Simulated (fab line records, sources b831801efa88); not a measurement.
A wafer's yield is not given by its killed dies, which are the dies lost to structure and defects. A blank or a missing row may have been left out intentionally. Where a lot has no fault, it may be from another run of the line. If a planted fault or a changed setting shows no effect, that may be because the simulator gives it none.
fab line records	flow sfq-line	part 2 of 2: steps 29 to 39 of 39
record: lots: 5	wafers: 15	last-day: 83
route steps=325 shown I0@50 M1@58 I1@73 M2@88
lots that met no fault: taken from a fault-free run of the same line
start-h: the number of hours between the record's first day and the start of the first shown wafer of the lot	wait-h: hours since the lot's step before	" identical to the entry in the row above	L1.1+2: one row covering several wafers at once	- either no value or no given start	* or withheld: withheld	< > ~ a bound
route shown NAME@n: NAME is a module with steps in the file, n the number in the route of the first one	usual: mean/standard deviation of fault-free wafers	same: alike in all rows	chamber/n: place in a boat	sites: each site's reading	_std_site: standard deviation across them	_edge_site: outer sites' mean less inner sites'	radius-mm: for every site, how far away it sits from the centre of the wafer	mask NAME#n: copy n	behind: the tool/chamber that last shaped the wafer	hold: what put the lot on hold/how long, in hours/how the hold closed	device: the n, p or np transistor that did not switch	end of line: tests run on the same wafers once the route is complete	step lacking rows: just its recipe	killed: at the first sort, the dies lost to defects and structure; wafer yield is something else	map: shows each die of a wafer: x if killed, . if not, _ if none is there
set.NAME: the setting that was run; set.NAME@STEP: the one run at that earlier step	model.NAME: the simulator's own value behind a step, which no gauge read
lots seen at some steps along the route; tables by step, rows by wafer
services: from which hour (start-h, from the record's first day; less than 0 if before it) a tool's chamber was out of use, for how many hours, and why
== steps ==
step: SFQ_TRILAYER_I1_VIA_LITHO_SOFTBAKE_053
recipe: temp-c: withheld	time-s: withheld	resist: KrF
lot.wafer	tool	chamber	start-h	wait-h
L074.1+3+6	litho-track-03	0	615.77	0.2
L078.2+3+5	litho-track-01	0	637.66	0.2
L080.1+3+5	litho-track-01	0	649.47	0.2
L082.3+4+5	litho-track-02	0	652.69	0.2
L084.3+5+6	litho-track-03	0	661.69	0.2
step: SFQ_TRILAYER_I1_VIA_LITHO_EXPOSE_050
recipe: mask-id: I1	na: 0.6	source-shape: conventional	sigma-outer: 0.65	target-cd-nm: 500	dose-mj: 21.3
usual: focus-offset-nm: 0.1/0.53	stage-vel-mm-s: 499.87/0.21
lot.wafer	tool	chamber	start-h	wait-h	mask	focus-offset-nm	stage-vel-mm-s
L074.1	krf-scanner-02	0	615.92	-	I1#0	0.4	500.37
L074.3	"	0	"	"	I1#0	0.6	499.91
L074.6	"	0	"	"	I1#0	0.0	500.09
L078.2	krf-scanner-01	0	639.86	-	I1#0	0.3	499.70
L078.3	"	0	"	"	I1#0	0.6	499.68
L078.5	"	0	"	"	I1#0	0.5	499.79
L080.1	krf-scanner-01	0	651.96	-	I1#0	0.3	499.89
L080.3	"	0	"	"	I1#0	1.2	499.82
L080.5	"	0	"	"	I1#0	0.4	500.12
L082.3	krf-scanner-01	0	655.96	-	I1#0	-0.3	499.98
L082.4	"	0	"	"	I1#0	0.4	500.10
L082.5	"	0	"	"	I1#0	0.6	500.34
L084.3	krf-scanner-01	0	687.85	-	I1#0	-0.7	499.58
L084.5	"	0	"	"	I1#0	-1.2	499.99
L084.6	"	0	"	"	I1#0	-0.5	499.88
step: SFQ_TRILAYER_I1_VIA_LITHO_PEB_052
recipe: peb-temp-c: 115	peb-time-s: 60	resist: KrF
lot.wafer	tool	chamber	start-h	wait-h
L074.1+3+6	litho-track-02	0	617.12	1.0
L078.2+3+5	litho-track-02	0	640.88	0.8
L080.1+3+5	litho-track-02	0	653.16	1.0
L082.3+4+5	litho-track-03	0	656.81	0.7
L084.3+5+6	litho-track-03	0	688.70	0.7
step: SFQ_TRILAYER_I1_VIA_LITHO_DEVELOP_051
recipe: time-s: 60	resist: KrF
lot.wafer	tool	chamber	start-h	wait-h
L074.1+3+6	litho-track-02	0	617.27	0.1
L078.2+3+5	litho-track-02	0	641.03	0.1
L080.1+3+5	litho-track-02	0	653.31	0.1
L082.3+4+5	litho-track-03	0	656.96	0.1
L084.3+5+6	litho-track-03	0	688.85	0.1
step: SFQ_I1_OVL_MEAS_913
usual: I1_OVL: 0/5.7
lot.wafer	tool	chamber	start-h	wait-h	I1_OVL[nm]
L074.1	overlay-01	-	617.42	0.1	-3
L074.3	"	-	"	"	-3
L074.6	"	-	"	"	-8
L078.2	overlay-01	-	641.17	0.1	10
L078.3	"	-	"	"	2
L078.5	"	-	"	"	6
L080.1	overlay-02	-	653.46	0.1	0
L080.3	"	-	"	"	-5
L080.5	"	-	"	"	6
L082.3	overlay-02	-	657.07	0.1	3
L082.4	"	-	"	"	0
L082.5	"	-	"	"	2
L084.3	overlay-02	-	688.96	0.1	8
L084.5	"	-	"	"	9
L084.6	"	-	"	"	9
step: SFQ_TRILAYER_I1_VIA_BARC_OPEN_VIA_ETCH_071
recipe: mask-material: PR	chemistry: O2	target-depth-nm: 125	target: BARC	source-w: 500	bias-w: 80	pressure-mtorr: 30	time-s: 41.7
usual: drypump-motor-current-A: 5.7/0.61	oes-product-au: 0.685/0.0052
lot.wafer	tool	chamber	start-h	wait-h	drypump-motor-current-A	oes-product-au	rf-hours-counter-h
L074.1	rie-diel-04	3	617.45	0.0	6.1	0.682	68
L074.3	"	2	"	"	6.5	0.685	5
L074.6	"	1	"	"	4.7	0.692	-
L078.2	rie-diel-03	2	641.20	0.0	5.7	0.694	48
L078.3	"	3	"	"	5.8	0.685	23
L078.5	"	3	"	"	5.9	0.679	-
L080.1	rie-diel-04	0	653.50	0.0	5.7	0.676	12
L080.3	"	2	"	"	6.5	0.692	6
L080.5	"	2	"	"	6.5	0.682	-
L082.3	rie-diel-03	1	657.10	0.0	4.9	0.684	4
L082.4	"	0	"	"	5.8	0.687	13
L082.5	"	2	"	"	5.7	0.685	-
L084.3	rie-diel-02	1	688.98	0.0	6.0	0.687	59
L084.5	"	1	"	"	6.0	0.686	-
L084.6	"	2	"	"	4.7	0.683	-
step: SFQ_TRILAYER_I1_VIA_ETCH_VIA_ETCH_052
recipe: target: SiO2	stop-on: Nb	mask-material: PR	taper-deg: 20	chemistry: CHF3	target-depth-nm: 260	source-w: 500	bias-w: 80	pressure-mtorr: 30	time-s: withheld
usual: drypump-motor-current-A: 5.7/0.6	oes-product-au: 0.855/0.0048
lot.wafer	tool	chamber	start-h	wait-h	drypump-motor-current-A	oes-product-au
L074.1	rie-diel-04	3	617.49	0.0	6.1	0.856
L074.3	"	2	"	"	6.5	0.856
L074.6	"	1	"	"	4.7	0.853
L078.2	rie-diel-03	2	641.23	0.0	5.7	0.856
L078.3	"	3	"	"	5.8	0.855
L078.5	"	3	"	"	5.8	0.860
L080.1	rie-diel-04	0	653.54	0.0	5.8	0.859
L080.3	"	2	"	"	6.5	0.848
L080.5	"	2	"	"	6.5	0.843
L082.3	rie-diel-03	1	657.14	0.0	4.9	0.855
L082.4	"	0	"	"	5.8	0.858
L082.5	"	2	"	"	5.6	0.852
L084.3	rie-diel-02	1	689.02	0.0	6.0	0.850
L084.5	"	1	"	"	6.0	0.849
L084.6	"	2	"	"	4.7	0.855
step: SFQ_TRILAYER_I1_VIA_STRIP_STRIP_053
recipe: gas: O2	power-w: 200	platen-temp-c: 40	overash-fraction: 0.65	chemistry: O2	pressure-mtorr: 50
usual: drypump-motor-current-A: 5.7/0.54	oes-product-au: 0.997/0.0085
lot.wafer	tool	chamber	start-h	wait-h	drypump-motor-current-A	oes-product-au	rf-hours-counter-h
L074.1	rie-metal-02	0	617.61	-	6.3	0.989	120
L074.3	"	0	"	"	6.3	0.994	-
L074.6	"	0	"	"	6.3	0.994	-
L078.2	rie-metal-03	0	641.35	-	5.5	0.987	52
L078.3	"	1	"	"	5.2	0.997	-
L078.5	"	0	"	"	5.5	0.996	-
L080.1	rie-metal-03	1	653.65	-	5.2	0.996	30
L080.3	"	1	"	"	5.2	0.987	-
L080.5	"	0	"	"	5.5	0.985	-
L082.3	rie-metal-02	1	657.45	-	5.1	1.018	-
L082.4	"	0	"	"	6.3	1.001	-
L082.5	"	0	"	"	6.3	0.992	-
L084.3	rie-metal-02	1	689.34	-	5.1	1.012	-
L084.5	"	0	"	"	6.3	0.991	-
L084.6	"	1	"	"	5.1	1.003	-
step: SFQ_TRILAYER_I1_VIA_STRIP_SOLV_CLEAN_054
recipe: chemistry: NMP	temp-c: 70	time-s: 600
lot.wafer	tool	chamber	start-h	wait-h
L074.1+3+6	wet-bench-01	6,4,0	618.21	0.4
L078.2+3+5	wet-bench-02	3,2,5	641.95	0.4
L080.1+3+5	wet-bench-01	2,1,3	654.25	0.4
L082.3+4+5	wet-bench-03	0,6,5	657.85	0.2
L084.3+5+6	wet-bench-02	6,1,5	689.74	0.2
step: SFQ_TRILAYER_M2_DEP_PRE_CLEAN_056
recipe: gas: Ar	time-s: 22.5	bias-v: 250
lot.wafer	tool	chamber	start-h	wait-h
L074.1+3+6	pvd-sputter-06	-	618.40	0.0
L078.2+3+5	pvd-sputter-03	-	642.12	0.0
L080.1+3+5	pvd-sputter-06	-	654.42	0.0
L082.3+4+5	pvd-sputter-06	-	658.02	0.0
L084.3+5+6	pvd-sputter-06	-	689.91	0.0
step: SFQ_TRILAYER_M2_DEP_SPUTTER_055
recipe: material: Nb	base-pressure-pa: 1.33e-06	chamber-pressure-pa: 0.1333	substrate-temp-c: 20	resputter-cathode-voltage-v: 400	target-thk-nm: 200	power-w: 2000	time-s: 133.3
usual: throttle-valve-pct: 30.6/0.67
lot.wafer	tool	chamber	start-h	wait-h	throttle-valve-pct
L074.1	pvd-sputter-06	-	618.43	0.0	29.8
L074.3	"	-	"	"	30.0
L074.6	"	-	"	"	29.8
L078.2	pvd-sputter-03	-	642.15	0.0	31.2
L078.3	"	-	"	"	31.3
L078.5	"	-	"	"	31.0
L080.1	pvd-sputter-06	-	654.45	0.0	29.6
L080.3	"	-	"	"	30.7
L080.5	"	-	"	"	30.0
L082.3	pvd-sputter-06	-	658.05	0.0	30.6
L082.4	"	-	"	"	30.5
L082.5	"	-	"	"	30.0
L084.3	pvd-sputter-06	-	689.94	0.0	29.8
L084.5	"	-	"	"	30.8
L084.6	"	-	"	"	29.9
== services ==
tool	chamber	start-h	hours	kind
krf-scanner-02	-	436.23	1.3	pm
rie-metal-04	-	438.10	2.8	pm
krf-scanner-02	-	438.73	1.0	pm
pvd-sputter-06	-	454.07	1.0	repair
krf-scanner-02	-	459.97	8.9	repair
krf-scanner-02	-	472.62	0.5	repair
rie-diel-02	3	474.47	21.5	repair
rie-metal-02	-	474.70	2.8	pm
rie-diel-02	2	483.02	10.2	repair
rie-diel-02	0	493.17	5.6	repair
krf-scanner-02	-	551.47	0.8	pm
rie-diel-02	1	565.58	8.2	repair
rie-metal-04	-	599.17	0.8	repair
krf-scanner-02	-	600.16	0.1	repair
rie-metal-04	-	602.17	0.3	repair
krf-scanner-02	-	606.39	6.1	repair
krf-scanner-02	-	612.51	1.0	pm
krf-scanner-02	-	613.51	1.3	pm
rie-diel-02	1	619.74	2.7	repair
krf-scanner-02	-	624.88	0.3	repair
rie-diel-02	2	640.45	3.3	repair
rie-metal-02	-	641.13	10.0	pm
krf-scanner-02	-	661.61	4.4	pm
rie-metal-04	0	667.27	3.8	repair
